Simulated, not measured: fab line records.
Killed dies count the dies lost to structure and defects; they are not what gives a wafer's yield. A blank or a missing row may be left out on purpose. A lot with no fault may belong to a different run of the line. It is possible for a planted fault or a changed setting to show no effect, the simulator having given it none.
fab line records    flow sky130
record: lots: 14  wafers: 42  lastDay: 50
route steps=708 shown VIA4@641
lots that met no fault: from a run of the same line without faults
startH: hours from the record's first day to the start of the lot's first wafer shown    waitH: time in hours since the lot's previous step    " repeats the value in the row above    L1.1+2: a single row standing in for several wafers    - value missing, or start not given    * or withheld: withheld    < > ~ a bound
route shown NAME@n: names a module that has steps shown in the file, with the first one's number in the route    usual: average and standard deviation across the fault-free wafers    same: alike in all rows    chamber/n: place in a boat    sites: the reading at each site    _std_site: standard deviation across them    _edge_site: the outer-site mean with the inner-site mean subtracted    radiusMm: how far each site lies from the wafer's centre    mask NAME#n: copy n    behind: tool/chamber where the wafer was last shaped    hold: the reason the lot was held/the length of the hold in hours/how it ended    device: transistor that didn't switch, given as n, p or np    end of line: the tests these same wafers got at the end of their route    a step with no rows: only its recipe    killed: dies lost to structure and defects at the first sort, not the wafer's yield    map: per-die view of a wafer (x killed, . not killed, _ where there is no die)
set.NAME: the setting the step ran with; set.NAME@STEP: the setting that earlier step ran with    model.NAME: the simulator's own value behind a step, which no gauge read
one table for each step of the route and one row for each wafer, over a sample of lots
services: the hour from which a tool's chamber was out of use, counted from the record's first day as startH (under 0 if before that day), plus the number of hours and why
== steps ==
step: SKY_VIA4_CMP_02
recipe: material: SiO2  downForcePsi: 4  platenRpm: 60  padVelocityMS: 0.94248
usual: edgeZonePressureFrac: 1.000/0.0054  headPressurePsi: 4.001/0.0094  motorCurrentA: 11.6/1
lot.wafer  tool    chamber  startH   waitH  edgeZonePressureFrac  headPressurePsi  motorCurrentA
L979.1     cmp-01  3        970.44   0.2    1.002                 4.006            11.0
L979.4     "       0        "        "      1.004                 3.996            11.6
L979.6     "       2        "        "      1.005                 3.999            12.3
L980.3     cmp-01  0        984.10   0.1    0.997                 3.997            11.1
L980.1     "       1        "        "      1.002                 3.976            11.6
L980.4     "       2        "        "      1.001                 4.006            12.7
L981.2     cmp-01  1        997.76   0.0    0.995                 3.994            12.2
L981.5     "       1        "        "      0.997                 3.997            11.4
L981.6     "       2        "        "      1.002                 4.000            12.5
L983.3     cmp-01  3        1009.21  0.0    1.001                 4.000            10.9
L983.1     "       0        "        "      0.993                 4.013            11.1
L983.5     "       3        "        "      0.999                 3.983            11.2
L982.3     cmp-02  3        1010.54  0.0    1.008                 4.020            13.1
L982.1     "       2        "        "      0.993                 4.002            11.6
L982.6     "       0        "        "      0.991                 4.002            12.4
L985.2     cmp-02  2        1025.53  0.1    0.996                 4.011            11.7
L985.1     "       3        "        "      0.997                 4.023            13.6
L985.5     "       2        "        "      0.990                 3.999            11.2
L986.4     cmp-02  2        1029.47  0.3    1.002                 3.984            11.3
L986.2     "       0        "        "      1.001                 3.998            12.7
L986.5     "       2        "        "      0.999                 3.987            11.3
L987.2     cmp-02  0        1034.53  0.1    1.003                 3.986            12.1
L987.4     "       1        "        "      1.011                 4.012            9.9
L987.6     "       0        "        "      1.006                 3.993            12.2
L988.3     cmp-01  0        1040.76  0.3    1.003                 4.011            11.7
L988.6     "       0        "        "      1.009                 3.990            11.4
L988.5     "       1        "        "      1.003                 4.012            11.9
L990.1     cmp-02  2        1059.10  0.1    -                     -                -
L990.3     "       3        "        "      -                     -                -
L990.6     "       1        "        "      -                     -                -
L992.2     cmp-01  3        1064.40  0.1    -                     -                -
L992.1     "       0        "        "      -                     -                -
L992.4     "       1        "        "      -                     -                -
L100.1     cmp-02  0        1119.46  0.1    1.003                 4.001            12.4
L100.3     "       3        "        "      0.995                 4.010            13.6
L100.6     "       1        "        "      0.997                 3.987            9.8
L101.2     cmp-01  0        1125.96  0.1    0.996                 4.010            12.2
L101.1     "       1        "        "      0.997                 3.994            11.4
L101.4     "       2        "        "      1.005                 4.009            11.6
L102.1     cmp-01  1        1132.65  0.1    1.006                 4.011            12.2
L102.2     "       2        "        "      0.999                 4.027            12.7
L102.4     "       0        "        "      0.997                 3.987            11.5
step: SKY_VIA4_BOW_MEAS_03
recipe: mode: bow
usual: VIA4_BOW: 78/8.9
lot.wafer  tool          chamber  startH   waitH  hold                     VIA4_BOW[um]
L979.1     filmMetro-04  -        970.64   0.1    -                        64
L979.4     "             -        "        "      -                        70
L979.6     "             -        "        "      -                        68
L980.1     filmMetro-02  -        984.35   0.1    -                        74
L980.3     "             -        "        "      -                        100
L980.4     "             -        "        "      -                        79
L981.2     filmMetro-04  -        998.08   0.3    -                        74
L981.5     "             -        "        "      -                        78
L981.6     "             -        "        "      -                        72
L983.1     filmMetro-04  -        1009.51  0.2    -                        85
L983.3     "             -        "        "      -                        79
L983.5     "             -        "        "      -                        77
L982.1     filmMetro-03  -        1010.84  0.1    -                        77
L982.3     "             -        "        "      -                        87
L982.6     "             -        "        "      -                        82
L985.1     filmMetro-02  -        1025.78  0.1    -                        59
L985.2     "             -        "        "      -                        86
L985.5     "             -        "        "      -                        75
L986.2     filmMetro-03  -        1029.74  0.1    -                        75
L986.4     "             -        "        "      -                        65
L986.5     "             -        "        "      -                        67
L987.2     filmMetro-03  -        1034.85  0.3    -                        91
L987.4     "             -        "        "      -                        81
L987.6     "             -        "        "      -                        89
L988.3     filmMetro-03  -        1041.10  0.3    -                        87
L988.5     "             -        "        "      -                        77
L988.6     "             -        "        "      -                        69
L990.1     filmMetro-03  -        1059.39  0.2    awaitDispo/0.2h/release  148
L990.3     "             -        "        "      awaitDispo/0.2h/release  137
L990.6     "             -        "        "      awaitDispo/0.2h/release  151
L990.1     filmMetro-03  -        1059.72  0.3    -                        -
L990.3     "             -        "        "      -                        -
L990.6     "             -        "        "      -                        -
L992.1     filmMetro-02  -        1064.65  0.1    awaitDispo/0.2h/release  148
L992.2     "             -        "        "      awaitDispo/0.2h/release  139
L992.4     "             -        "        "      awaitDispo/0.2h/release  120
L992.1     filmMetro-02  -        1064.94  0.3    -                        -
L992.2     "             -        "        "      -                        -
L992.4     "             -        "        "      -                        -
L100.1     filmMetro-03  -        1119.76  0.2    -                        89
L100.3     "             -        "        "      -                        77
L100.6     "             -        "        "      -                        73
L101.1     filmMetro-02  -        1126.21  0.1    -                        85
L101.2     "             -        "        "      -                        80
L101.4     "             -        "        "      -                        85
L102.1     filmMetro-03  -        1132.95  0.2    -                        69
L102.2     "             -        "        "      -                        63
L102.4     "             -        "        "      -                        81
== services ==
tool    chamber  startH   hours  kind
cmp-02  -        993.98   0.6    repair
cmp-02  -        999.63   4.0    pm
cmp-01  -        1026.67  2.9    repair
cmp-02  -        1052.03  2.0    repair
cmp-01  -        1059.34  4.4    repair
cmp-01  -        1081.92  0.9    repair
cmp-02  -        1084.11  4.0    pm
cmp-02  -        1088.11  -      consumableReplace:conditioner
cmp-02  -        1088.11  -      consumableReplace:pad
cmp-01  -        1092.31  6.0    pm
cmp-01  -        1129.23  2.0    repair
== key ==
firstSign: step: SKY_VIA4_CMP_02  reading: toolRecord  direction: missing
effect: step: SKY_VIA4_BOW_MEAS_03  reading: visit  direction: added
effect: step: SKY_VIA4_BOW_MEAS_03  reading: VIA4_BOW  direction: up  sigmas: 7  usual: 78  struck: 140
metAt SKY_VIA4_CMP_02
struckLots L990,L992
scrappedBehind SKY_VIA4_BOW_MEAS_03 L990.1,L990.3,L990.6,L992.1,L992.2,L992.4
onsetBetween 1040.76 1059.10
fault: kind: skippedStepWhole  tool: cmp-01,cmp-02  chamber: -  onsetH: 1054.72  steps: SKY_VIA4_CMP_02  scope: struckLotsOnly
